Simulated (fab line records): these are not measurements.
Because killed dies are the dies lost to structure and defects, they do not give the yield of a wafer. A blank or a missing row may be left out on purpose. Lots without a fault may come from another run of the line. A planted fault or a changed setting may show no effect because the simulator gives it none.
Which tool is to blame? || flow gf180mcu || 33 wafers from 11 lots sampled at 4 of the route's 602 steps

WHAT THE GAUGES SHOWED, per wafer
GF_HV_LDD_CD_MEAS_31 targets a cd of 400 nm.
{"lot": "L702", "measured": "day 12 01:23", "on": "cd-sem-02", "cd-nm (nm)": "400.9 403.0 400.7"}
{"lot": "L704", "measured": "day 12 16:29", "on": "cd-sem-01", "cd-nm (nm)": "402.4 400.2 401.6"}
{"lot": "L707", "measured": "day 13 16:44", "on": "cd-sem-02", "cd-nm (nm)": "398.5 399.6 398.8"}
{"lot": "L709", "measured": "day 14 10:04", "on": "cd-sem-02", "cd-nm (nm)": "399.2 398.2 395.5"}
{"lot": "L710", "measured": "day 14 19:23", "on": "cd-sem-01", "cd-nm (nm)": "408.8 408.8 409.0"}
{"lot": "L711", "measured": "day 15 05:21", "on": "cd-sem-02", "cd-nm (nm)": "400.4 399.7 399.2"}
{"lot": "L712", "measured": "day 15 11:44", "on": "cd-sem-02", "cd-nm (nm)": "408.0 410.0 407.8"}
{"lot": "L713", "measured": "day 15 19:34", "on": "cd-sem-02", "cd-nm (nm)": "400.7 398.8 398.8"}
{"lot": "L716", "measured": "day 16 19:47", "on": "cd-sem-02", "cd-nm (nm)": "401.4 399.4 402.8"}
{"lot": "L719", "measured": "day 17 17:58", "on": "cd-sem-02", "cd-nm (nm)": "400.0 400.3 400.3"}
{"lot": "L721", "measured": "day 18 08:10", "on": "cd-sem-02", "cd-nm (nm)": "397.2 398.3 396.8"}

WHICH TOOL RAN EACH LOT (tool, then ch and the chambers of the sampled wafers, then the start)
{"lot": "L702", "GF_POLY_GATE_ETCH_12": "rie-diel-03 ch 2,3, day 9 16:30", "GF_POLY_GATE_ETCH_13": "rie-si-01 ch 0,1, day 9 16:33", "GF_HV_LDD_COAT_26": "litho-track-04 ch 0, day 11 15:59"}
{"lot": "L704", "GF_POLY_GATE_ETCH_12": "rie-diel-04 ch 2,3, day 10 07:24", "GF_POLY_GATE_ETCH_13": "rie-si-02 ch 0,1,2, day 10 07:27", "GF_HV_LDD_COAT_26": "litho-track-04 ch 0, day 12 06:50"}
{"lot": "L707", "GF_POLY_GATE_ETCH_12": "rie-diel-02 ch 0,2, day 11 05:12", "GF_POLY_GATE_ETCH_13": "rie-si-01 ch 0,2, day 11 05:15", "GF_HV_LDD_COAT_26": "litho-track-04 ch 0, day 13 07:02"}
{"lot": "L709", "GF_POLY_GATE_ETCH_12": "rie-diel-03 ch 0,1, day 11 20:24", "GF_POLY_GATE_ETCH_13": "rie-si-02 ch 0,1,2, day 11 20:27", "GF_HV_LDD_COAT_26": "litho-track-04 ch 0, day 13 23:40"}
{"lot": "L710", "GF_POLY_GATE_ETCH_12": "rie-diel-02 ch 1,2,3, day 12 04:00", "GF_POLY_GATE_ETCH_13": "rie-si-01 ch 1,2,3, day 12 04:03", "GF_HV_LDD_COAT_26": "litho-track-04 ch 0, day 14 09:20"}
{"lot": "L711", "GF_POLY_GATE_ETCH_12": "rie-diel-02 ch 0,1, day 12 12:45", "GF_POLY_GATE_ETCH_13": "rie-si-01 ch 0,1,2, day 12 12:48", "GF_HV_LDD_COAT_26": "litho-track-03 ch 0, day 14 18:07"}
{"lot": "L712", "GF_POLY_GATE_ETCH_12": "rie-diel-04 ch 0,1,2, day 12 19:50", "GF_POLY_GATE_ETCH_13": "rie-si-02 ch 0,1,3, day 12 19:53", "GF_HV_LDD_COAT_26": "litho-track-04 ch 0, day 15 00:56"}
{"lot": "L713", "GF_POLY_GATE_ETCH_12": "rie-diel-04 ch 2,3, day 13 03:32", "GF_POLY_GATE_ETCH_13": "rie-si-02 ch 0,2,3, day 13 03:35", "GF_HV_LDD_COAT_26": "litho-track-03 ch 0, day 15 09:04"}
{"lot": "L716", "GF_POLY_GATE_ETCH_12": "rie-diel-04 ch 0,1,3, day 13 23:41", "GF_POLY_GATE_ETCH_13": "rie-si-01 ch 0,1,3, day 13 23:44", "GF_HV_LDD_COAT_26": "litho-track-03 ch 0, day 16 08:41"}
{"lot": "L719", "GF_POLY_GATE_ETCH_12": "rie-diel-03 ch 0,1,3, day 14 21:20", "GF_POLY_GATE_ETCH_13": "rie-si-02 ch 2,3, day 14 21:23", "GF_HV_LDD_COAT_26": "litho-track-01 ch 0, day 17 06:17"}
{"lot": "L721", "GF_POLY_GATE_ETCH_12": "rie-diel-02 ch 0,1,3, day 15 09:30", "GF_POLY_GATE_ETCH_13": "rie-si-01 ch 0,1,3, day 15 09:33", "GF_HV_LDD_COAT_26": "litho-track-04 ch 0, day 17 20:08"}
- GF_POLY_GATE_ETCH_12: etches BARC in N2/H2.
- GF_POLY_GATE_ETCH_13: etches poly-Si in HBr/Cl2, stops on SiO2, target depth 198.5 nm, time 69.6 s.
- GF_HV_LDD_COAT_26: resist thk 1000 nm.

THE ANSWER, worked out from the rows above alone
Rule: what is usual is taken from the lots themselves. Put in order of their means at a reading, lots are off if they are a third of the lots or fewer, leave a main group of 4 or more, and stand apart from it by a gap of 3 or more times the standard deviation of the main group's means; of several such gaps the widest counts. A main group whose means are all the same, to the digits that the tables above print for the reading, isn't used. Also off: a lot with no number at a reading for which 4 or more lots have one. The other lots that the step has rows for count as sound.
Off, at GF_HV_LDD_CD_MEAS_31 on cd-nm: L710, L712. The main group has a mean of 399.7 nm with a standard deviation of 1.4.
A tool fits if, at a process step before that reading, it ran every lot that is off, and no sound lot after the first of them. The gauges at GF_HV_LDD_CD_MEAS_31 are tried like those tools. No candidate that was tried fits.

WHAT THE SIMULATOR HAD INSERTED
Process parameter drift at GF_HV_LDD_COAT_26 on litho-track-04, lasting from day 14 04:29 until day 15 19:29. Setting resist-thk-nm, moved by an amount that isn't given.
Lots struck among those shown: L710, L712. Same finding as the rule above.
